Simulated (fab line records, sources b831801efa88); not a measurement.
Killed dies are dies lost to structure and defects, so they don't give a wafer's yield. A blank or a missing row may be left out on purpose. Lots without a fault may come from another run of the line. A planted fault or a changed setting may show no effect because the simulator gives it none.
Problem report in the 8D (eight disciplines) form, filled by code | flow gf180mcu | the parts of the form that need people (team, actions taken, sign-off) are left out

1. THE PROBLEM
chamber_pressure_pa at GF_V4_SPUTTER_22 reads a mean of 4.624 Pa on 1 wafer of 1 lot; wafers without a fault read 5.002 Pa with a standard deviation of 0.0092. That is -41 standard deviations from the usual mean.
The step: material TiN, target thk 10 nm, time 40 s.
First seen on wafer L738.3, day 28 10:13, on pvd_sputter-04. The record holds 39 wafers of 13 lots with a number at this step. Rule for "out", or "out of limits": more than 4 standard deviations from the usual mean. The other wafers with a number count as sound.

2. WHAT IT IS AND WHAT IT IS NOT
question                    | is                  | is not
which readings at this step | chamber_pressure_pa | throttle_valve_pct
which lots                  | L738                | L727, L729, L730, L732, L740, L741, L742, L743, L744, L747, L748, L749
which wafers of those lots  | L738.3              | L738.2, L738.6
read on which tools         | pvd_sputter-04      | pvd_sputter-02, pvd_sputter-03
when                        | from day 28 10:13   | up to then (14 sound wafers); but 24 sound wafers of L740, L741, L742, L743, L744, L747, L748, L749 came after

3. SUSPECTS, AND WHAT RULES EACH OUT
Counting: a tool at a process step up to the reading stays a suspect if it ran every lot that is out. Sound lots after the first of them don't rule it out here, since some wafers of a struck lot are sound.
- plasma_asher-03 at GF_V4_STRIP_18 (strips in O2/N2): kept. It ran the lot that is out, L738 (day 28 09:37); its last sound lot up to then is L732 (day 26 20:28).
- pvd_sputter-04 at GF_V4_SPUTTER_22 (material TiN, target thk 10 nm, time 40 s): kept. It ran the lot that is out, L738 (day 28 10:13); its last sound lot up to then is L730 (day 25 22:34). Its own readings are out on those wafers: chamber_pressure_pa.
Left after counting: plasma_asher-03 at GF_V4_STRIP_18, pvd_sputter-04 at GF_V4_SPUTTER_22.

4. THE CAUSE (what the simulator had put in)
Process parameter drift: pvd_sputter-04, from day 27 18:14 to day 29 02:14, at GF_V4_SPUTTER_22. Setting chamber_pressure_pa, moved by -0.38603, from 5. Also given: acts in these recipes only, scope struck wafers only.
Counting left 2 suspects, and this tool is among them.

5. THE CHAIN OF EFFECTS, in route order
Each row: a reading whose mean over the struck wafers that have a number lies more than 3 standard deviations from the usual. Only readings for which the record gives a usual standard deviation are gone through. hours: the time from each lot's start at the first step in this table that gives one to its start at this step, as a median over the lots. sigmas: the change in usual standard deviations.
hours | step             | reading             | usual    | on struck wafers | change | sigmas
0     | GF_V4_SPUTTER_22 | chamber_pressure_pa | 5.002 Pa | 4.624            | -0.378 | -41
The process steps in it:
- GF_V4_SPUTTER_22: material TiN, target thk 10 nm, time 40 s.
Later measuring or inspecting steps at which every struck wafer that the step has a row for has a number for every such reading, and none has moved that far: GF_V4_THK_MEAS_25.

6. WHAT WOULD HAVE CAUGHT IT SOONER
In this record the first reading out of limits was taken at day 28 10:13, 16 hours after the fault began at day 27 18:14.
